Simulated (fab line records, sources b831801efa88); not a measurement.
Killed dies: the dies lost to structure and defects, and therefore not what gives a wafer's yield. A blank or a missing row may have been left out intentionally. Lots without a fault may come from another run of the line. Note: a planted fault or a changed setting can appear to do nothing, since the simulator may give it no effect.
fab line records + flow sfqLine
[record]
- lots = 6
- wafers = 18
- lastDay = 78
route steps=325 shown C5@247 M6@251
lots that met no fault: from a run of the same line without faults
startH: hours from the record's opening day to when the first of the lot's shown wafers began + waitH: hours elapsed since this lot's preceding step + " repeats the value in the row above + L1.1+2: a row that stands for several wafers + - no value, or no start given + * or withheld: withheld + < > ~ a bound
route shown NAME@n: NAME is a module with steps in the file, n the number in the route of the first one + usual: mean and standard deviation over wafers with no fault + same: alike in all rows + chamber/n: place in a boat + sites: the reading at each site + _std_site: standard deviation across them + _edge_site: mean of outer sites minus mean of inner sites + radiusMm: for every site, how far away it sits from the centre of the wafer + mask NAME#n: copy n + behind: the most recent tool/chamber to have shaped the wafer + hold: why the lot went on hold/how many hours it stayed there/how the hold came to an end + device: transistor that didn't switch, given as n, p or np + end of line: tests of these same wafers at the route's end + where a step has no rows: the recipe by itself + killed: count of dies lost to structure and defects at first sort (not the wafer's yield) + map: a wafer's dies, marking killed ones x, the rest . and places with no die _
set.NAME: the setting as run; set.NAME@STEP: as run at that earlier step + model.NAME: the simulator's own value behind a step, which no gauge read
lots at some steps of the route; a table a step, a row a wafer
services: the hour from which a tool's chamber was out of use, counted from the record's first day as startH (under 0 if before that day), plus the number of hours and why
[[steps]]
[step SFQ_TRILAYER_C5_BARC_OPEN_VIA_ETCH_210]
[recipe]
- maskMaterial = PR
- chemistry = O2
- targetDepthNm = 125
- target = BARC
- sourceW = 500
- biasW = 80
- pressureMtorr = 30
- timeS = 41.7
[usual]
- drypumpMotorCurrentA = 5.9/0.54
- oesProductAu = 0.686/0.0047
| lot.wafer | tool       | chamber | startH  | waitH | drypumpMotorCurrentA | oesProductAu | rfHoursCounterH |
|-----------|------------|---------|---------|-------|----------------------|--------------|-----------------|
| L215.3    | rieDiel-03 | 3       | 1393.80 | 0.0   | 4.9                  | 0.681        | 17              |
| L215.4    | "          | 1       | "       | "     | 6.3                  | 0.685        | -               |
| L215.5    | "          | 0       | "       | "     | 6.3                  | 0.693        | -               |
| L216.1    | rieDiel-03 | 0       | 1400.80 | 0.0   | 6.3                  | 0.681        | 2               |
| L216.2    | "          | 2       | "       | "     | 6.3                  | 0.691        | 19              |
| L216.5    | "          | 0       | "       | "     | 6.3                  | 0.687        | -               |
| L219.1    | rieDiel-01 | 2       | 1415.20 | 0.0   | 6.3                  | 0.682        | 18              |
| L219.3    | "          | 1       | "       | "     | 6.0                  | 0.686        | 17              |
| L219.5    | "          | 3       | "       | "     | 5.9                  | 0.680        | -               |
| L220.2    | rieDiel-01 | 3       | 1418.80 | 0.0   | 5.9                  | 0.688        | 12              |
| L220.5    | "          | 3       | "       | "     | 5.9                  | 0.689        | -               |
| L220.6    | "          | 0       | "       | "     | 4.9                  | 0.691        | -               |
| L227.2    | rieDiel-01 | 1       | 1462.75 | 0.0   | 6.0                  | 0.687        | 18              |
| L227.3    | "          | 0       | "       | "     | 4.9                  | 0.688        | 12              |
| L227.6    | "          | 2       | "       | "     | 6.3                  | 0.676        | -               |
| L228.1    | rieDiel-01 | 2       | 1467.55 | 0.0   | 6.3                  | 0.687        | 18              |
| L228.2    | "          | 3       | "       | "     | 5.9                  | 0.681        | 13              |
| L228.5    | "          | 1       | "       | "     | 6.0                  | 0.689        | -               |
[step SFQ_TRILAYER_C5_ETCH_VIA_ETCH_154]
[recipe]
- target = SiO2
- maskMaterial = PR
- chemistry = CHF3
- targetDepthNm = 84
- sourceW = 500
- biasW = 80
- pressureMtorr = 30
- timeS = withheld
- stopOn = Nb
[usual]
- drypumpMotorCurrentA = 5.9/0.54
- oesProductAu = 0.897/0.0095
| lot.wafer | tool       | chamber | startH  | waitH | drypumpMotorCurrentA | oesProductAu |
|-----------|------------|---------|---------|-------|----------------------|--------------|
| L215.3    | rieDiel-03 | 3       | 1393.84 | 0.0   | 4.9                  | 0.888        |
| L215.4    | "          | 1       | "       | "     | 6.3                  | 0.895        |
| L215.5    | "          | 0       | "       | "     | 6.2                  | 0.887        |
| L216.1    | rieDiel-03 | 0       | 1400.84 | 0.0   | 6.3                  | 0.885        |
| L216.2    | "          | 2       | "       | "     | 6.3                  | 0.899        |
| L216.5    | "          | 0       | "       | "     | 6.3                  | 0.914        |
| L219.1    | rieDiel-01 | 2       | 1415.24 | 0.0   | 6.3                  | 0.904        |
| L219.3    | "          | 1       | "       | "     | 6.0                  | 0.899        |
| L219.5    | "          | 3       | "       | "     | 5.9                  | 0.891        |
| L220.2    | rieDiel-01 | 3       | 1418.84 | 0.0   | 5.9                  | 0.898        |
| L220.5    | "          | 3       | "       | "     | 5.9                  | 0.899        |
| L220.6    | "          | 0       | "       | "     | 4.9                  | 0.903        |
| L227.2    | rieDiel-01 | 1       | 1462.79 | 0.0   | 6.0                  | 0.885        |
| L227.3    | "          | 0       | "       | "     | 4.9                  | 0.894        |
| L227.6    | "          | 2       | "       | "     | 6.3                  | 0.895        |
| L228.1    | rieDiel-01 | 2       | 1467.59 | 0.0   | 6.3                  | 0.897        |
| L228.2    | "          | 3       | "       | "     | 5.9                  | 0.884        |
| L228.5    | "          | 1       | "       | "     | 6.0                  | 0.885        |
[step SFQ_TRILAYER_C5_STRIP_STRIP_155]
[recipe]
- gas = O2
- powerW = 200
- platenTempC = 40
- overashFraction = 0.65
- chemistry = O2
- pressureMtorr = 50
[usual]
- drypumpMotorCurrentA = 6.09/0.24
- oesProductAu = 0.995/0.012
| lot.wafer | tool        | chamber | startH  | waitH | drypumpMotorCurrentA | oesProductAu | rfHoursCounterH |
|-----------|-------------|---------|---------|-------|----------------------|--------------|-----------------|
| L215.3    | rieMetal-01 | 1       | 1394.09 | -     | 6.33                 | 1.013        | -               |
| L215.4    | "           | 0       | "       | "     | 6.26                 | 1.004        | -               |
| L215.5    | "           | 1       | "       | "     | 6.29                 | 1.011        | -               |
| L216.1    | rieMetal-04 | 1       | 1400.89 | -     | 6.11                 | 0.976        | 98              |
| L216.2    | "           | 0       | "       | "     | 5.82                 | 0.989        | 70              |
| L216.5    | "           | 0       | "       | "     | 5.85                 | 0.982        | -               |
| L219.1    | rieMetal-04 | 0       | 1415.29 | -     | 5.84                 | 0.986        | 73              |
| L219.3    | "           | 1       | "       | "     | 6.07                 | 0.979        | -               |
| L219.5    | "           | 1       | "       | "     | 6.09                 | 0.982        | -               |
| L220.2    | rieMetal-03 | 0       | 1419.09 | -     | 5.88                 | 0.999        | -               |
| L220.5    | "           | 0       | "       | "     | 5.90                 | 1.005        | -               |
| L220.6    | "           | 0       | "       | "     | 5.89                 | 1.003        | -               |
| L227.2    | rieMetal-01 | 1       | 1462.84 | -     | 6.32                 | 1.007        | 60              |
| L227.3    | "           | 1       | "       | "     | 6.31                 | 1.010        | -               |
| L227.6    | "           | 1       | "       | "     | 6.33                 | 0.997        | -               |
| L228.1    | rieMetal-01 | 0       | 1467.64 | -     | 6.21                 | 0.993        | 82              |
| L228.2    | "           | 1       | "       | "     | 6.35                 | 1.004        | 61              |
| L228.5    | "           | 1       | "       | "     | 6.32                 | 1.001        | -               |
[step SFQ_TRILAYER_C5_STRIP_SOLV_CLEAN_156]
[recipe]
- chemistry = NMP
- tempC = 70
- timeS = 600
[step SFQ_TRILAYER_M6_DEP_PRE_CLEAN_158]
[recipe]
- gas = Ar
- timeS = 22.5
- biasV = 250
[step SFQ_TRILAYER_M6_DEP_SPUTTER_157]
[recipe]
- material = Nb
- basePressurePa = 1.33e-06
- chamberPressurePa = 0.1333
- substrateTempC = 20
- targetThkNm = 200
- powerW = 2000
- timeS = 133.3
[usual]
- throttleValvePct = 29.7/0.86
| lot.wafer | tool          | chamber | startH  | waitH | throttleValvePct |
|-----------|---------------|---------|---------|-------|------------------|
| L215.3    | pvdSputter-03 | -       | 1394.71 | 0.0   | 29.4             |
| L215.4    | "             | -       | "       | "     | 29.9             |
| L215.5    | "             | -       | "       | "     | 29.8             |
| L216.1    | pvdSputter-04 | -       | 1401.71 | 0.0   | 30.1             |
| L216.2    | "             | -       | "       | "     | 29.6             |
| L216.5    | "             | -       | "       | "     | 29.5             |
| L219.1    | pvdSputter-06 | -       | 1416.09 | 0.0   | 30.1             |
| L219.3    | "             | -       | "       | "     | 29.3             |
| L219.5    | "             | -       | "       | "     | 29.7             |
| L220.2    | pvdSputter-06 | -       | 1420.29 | 0.0   | 29.8             |
| L220.5    | "             | -       | "       | "     | 28.2             |
| L220.6    | "             | -       | "       | "     | 29.8             |
| L227.2    | pvdSputter-06 | -       | 1463.64 | 0.0   | 29.8             |
| L227.3    | "             | -       | "       | "     | 29.3             |
| L227.6    | "             | -       | "       | "     | 29.6             |
| L228.1    | pvdSputter-06 | -       | 1468.44 | 0.0   | 29.5             |
| L228.2    | "             | -       | "       | "     | 30.0             |
| L228.5    | "             | -       | "       | "     | 30.0             |
[step SFQ_M6_RS_MEAS_938]
[recipe]
- thkMeasGauge = four-point-probe
- reads = Nb_of_TRILAYER_M6_DEP_SPUTTER_157
[usual]
- M6_NB_RS = 0.890/0.011
| lot.wafer | tool         | chamber | startH  | waitH | M6_NB_RS[ohm/sq] |
|-----------|--------------|---------|---------|-------|------------------|
| L215.3    | filmMetro-03 | -       | 1394.84 | 0.1   | 0.895            |
| L215.4    | "            | -       | "       | "     | 0.882            |
| L215.5    | "            | -       | "       | "     | 0.893            |
| L216.1    | filmMetro-04 | -       | 1401.80 | 0.0   | 0.905            |
| L216.2    | "            | -       | "       | "     | 0.894            |
| L216.5    | "            | -       | "       | "     | 0.883            |
| L219.1    | filmMetro-03 | -       | 1416.18 | 0.0   | 0.890            |
| L219.3    | "            | -       | "       | "     | 0.884            |
| L219.5    | "            | -       | "       | "     | 0.887            |
| L220.2    | filmMetro-04 | -       | 1420.40 | 0.1   | 0.883            |
| L220.5    | "            | -       | "       | "     | 0.881            |
| L220.6    | "            | -       | "       | "     | 0.882            |
| L227.2    | filmMetro-04 | -       | 1463.75 | 0.1   | 0.883            |
| L227.3    | "            | -       | "       | "     | 0.879            |
| L227.6    | "            | -       | "       | "     | 0.881            |
| L228.1    | filmMetro-03 | -       | 1468.53 | 0.0   | 0.886            |
| L228.2    | "            | -       | "       | "     | 0.885            |
| L228.5    | "            | -       | "       | "     | 0.887            |
[step SFQ_TRILAYER_M6_LITHO_COAT_164]
[recipe]
- resist = BARC
- spinRpm = 3000
- resistThkNm = 62
[step SFQ_TRILAYER_M6_LITHO_COAT_159]
[recipe]
- resist = KrF
- spinRpm = 3000
- resistThkNm = 600
[step SFQ_TRILAYER_M6_LITHO_SOFTBAKE_163]
[recipe]
- tempC = withheld
- timeS = withheld
- resist = KrF
[step SFQ_TRILAYER_M6_LITHO_EXPOSE_160]
[recipe]
- maskId = M6
- na = 0.6
- sourceShape = conventional
- sigmaOuter = 0.65
- targetCdNm = 500
- doseMj = 14.4
[step SFQ_TRILAYER_M6_LITHO_PEB_162]
[recipe]
- pebTempC = 115
- pebTimeS = 60
- resist = KrF
[usual]
- chillPlateTempC = 22.99/0.092
- exhaustPa = 45.0/0.86
| lot.wafer | tool          | chamber | startH  | waitH | chillPlateTempC | exhaustPa |
|-----------|---------------|---------|---------|-------|-----------------|-----------|
| L215.3    | lithoTrack-02 | 0       | 1413.62 | 0.7   | 22.87           | 45.2      |
| L215.4    | "             | 0       | "       | "     | 23.00           | 46.6      |
| L215.5    | "             | 0       | "       | "     | 22.92           | 45.5      |
| L216.1    | lithoTrack-02 | 0       | 1418.37 | 1.0   | 22.91           | 45.0      |
| L216.2    | "             | 0       | "       | "     | 23.06           | 43.4      |
| L216.5    | "             | 0       | "       | "     | 23.01           | 43.9      |
| L219.1    | lithoTrack-02 | -       | 1427.97 | 1.0   | -               | -         |
| L219.3    | "             | -       | "       | "     | -               | -         |
| L219.5    | "             | -       | "       | "     | -               | -         |
| L220.2    | lithoTrack-02 | -       | 1435.15 | 0.8   | -               | -         |
| L220.5    | "             | -       | "       | "     | -               | -         |
| L220.6    | "             | -       | "       | "     | -               | -         |
| L227.2    | lithoTrack-01 | 0       | 1471.15 | 0.8   | 23.11           | 44.6      |
| L227.3    | "             | 0       | "       | "     | 23.00           | 44.7      |
| L227.6    | "             | 0       | "       | "     | 23.01           | 46.8      |
| L228.1    | lithoTrack-03 | 0       | 1474.73 | 1.0   | 23.19           | 45.4      |
| L228.2    | "             | 0       | "       | "     | 23.25           | 46.1      |
| L228.5    | "             | 0       | "       | "     | 23.07           | 45.7      |
[step SFQ_TRILAYER_M6_LITHO_DEVELOP_161]
[recipe]
- timeS = 60
- resist = KrF
[[services]]
| tool          | chamber | startH  | hours | kind   |
|---------------|---------|---------|-------|--------|
| pvdSputter-04 | -       | 1382.39 | 9.0   | repair |
| rieMetal-01   | -       | 1383.73 | 1.4   | pm     |
| rieMetal-03   | 1       | 1388.62 | 155.9 | repair |
| rieDiel-03    | 2       | 1392.01 | 2.9   | repair |
| pvdSputter-03 | -       | 1441.80 | 4.8   | repair |
| rieDiel-03    | 0       | 1447.80 | 9.5   | repair |
| rieDiel-01    | 3       | 1455.44 | 3.6   | repair |
| rieMetal-03   | -       | 1465.20 | 0.3   | repair |
[[key]]
[firstSign]
- step = SFQ_TRILAYER_M6_LITHO_PEB_162
- reading = toolRecord
- direction = missing
effect none on later readings
metAt SFQ_TRILAYER_M6_LITHO_PEB_162
struckWafers L219.1,L219.3,L219.5,L220.2,L220.5,L220.6
onsetBetween 1418.37 1427.97
[fault]
- kind = skippedStepWhole
- tool = lithoTrack-02
- chamber = -
- onsetH = 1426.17
- steps = SFQ_TRILAYER_M6_LITHO_PEB_162
- scope = struckLotsOnly
